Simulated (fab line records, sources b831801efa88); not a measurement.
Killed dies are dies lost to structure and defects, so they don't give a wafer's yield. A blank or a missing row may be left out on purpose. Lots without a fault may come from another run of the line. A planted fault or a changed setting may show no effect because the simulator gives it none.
Problem report in the 8D (eight disciplines) form, filled by code | flow sky130 | the parts of the form that need people (team, actions taken, sign-off) are left out

1. THE PROBLEM
killed_at_M0_to_M3 at SKY_PAD_OPEN_PROBE_99 reads a mean of 146 on 9 wafers of 3 lots; wafers without a fault read 42 with a standard deviation of 6.9. That is +15 standard deviations from the usual mean.
First seen on wafer L613.1, day 49 19:28, on prober-01. The record holds 36 wafers of 12 lots with a number at this step. Rule for "out", or "out of limits": more than 4 standard deviations from the usual mean. The other wafers with a number count as sound.

2. WHAT IT IS AND WHAT IT IS NOT
question                    | is                                                                                                      | is not
which readings at this step | killed_at_M0_to_M3, defect_limited_yield, killed_dies, sort_bin_5_function, sort_n_pass, sort_yield_pct | killed_at_M4_up, killed_at_front_end, killed_at_other, killed_open
which lots                  | L613, L614, L616                                                                                        | L597, L599, L600, L601, L602, L603, L605, L607, L609
which wafers of those lots  | all that have a number                                                                                  | -
read on which tools         | prober-01, prober-02                                                                                    | -
when                        | from day 49 19:28                                                                                       | up to then (27 sound wafers)

3. SUSPECTS, AND WHAT RULES EACH OUT
Counting: a tool at a process step up to the reading stays a suspect if it ran every lot that is out and no sound lot after the first of them.
- cmp-02 at SKY_VIA3_CMP_24 (polishes, stops on SiO2, t overpolish 20 s, target thk 0 nm): kept. It ran every lot that is out, first L613 (day 44 13:51), and no sound lot after that; its last sound lot up to then is L609 (day 43 12:44).
Left after counting: cmp-02 at SKY_VIA3_CMP_24.

4. THE CAUSE (what the simulator had put in)
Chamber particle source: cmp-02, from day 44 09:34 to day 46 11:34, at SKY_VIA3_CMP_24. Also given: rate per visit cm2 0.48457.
Counting left only this tool.

5. THE CHAIN OF EFFECTS, in route order
Each row: a reading whose mean over the struck wafers that have a number lies more than 3 standard deviations from the usual. Only readings for which the record gives a usual standard deviation are gone through. hours: the time from each lot's start at the first step in this table that gives one to its start at this step, as a median over the lots. sigmas: the change in usual standard deviations.
hours | step                  | reading              | usual  | on struck wafers | change | sigmas
0     | SKY_PAD_OPEN_PROBE_99 | defect_limited_yield | 82.8 % | 63.2             | -19.6  | -10
0     | SKY_PAD_OPEN_PROBE_99 | killed_at_M0_to_M3   | 42     | 146              | +104   | +15
0     | SKY_PAD_OPEN_PROBE_99 | killed_dies          | 85     | 181              | +96    | +10
0     | SKY_PAD_OPEN_PROBE_99 | killed_on_rim        | 16     | 33               | +17    | +5.0
0     | SKY_PAD_OPEN_PROBE_99 | sort_bin_3_pad_short | 0.9 %  | 2.4              | +1.5   | +3.8
0     | SKY_PAD_OPEN_PROBE_99 | sort_bin_5_function  | 10.2 % | 22.1             | +11.9  | +7.9
0     | SKY_PAD_OPEN_PROBE_99 | sort_bin_6_memory    | 6.2 %  | 12.3             | +6.1   | +5.5
0     | SKY_PAD_OPEN_PROBE_99 | sort_n_pass          | 407    | 311              | -96    | -10
0     | SKY_PAD_OPEN_PROBE_99 | sort_yield_pct       | 82.8 % | 63.2             | -19.6  | -10
The process steps in it:
- SKY_PAD_OPEN_PROBE_99

6. WHAT WOULD HAVE CAUGHT IT SOONER
In this record the first reading out of limits was taken at day 49 19:28, 130 hours after the fault began at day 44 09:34.
Of the tool readings at SKY_VIA3_CMP_24 for which the record gives a usual standard deviation, none was out on any struck wafer, so an alarm limit of 4 standard deviations on them would not have fired.
All the lots that are out (3) had begun SKY_VIA3_CMP_24 on cmp-02 by day 49 19:28. A hold on the tool at that time would have spared none of them.
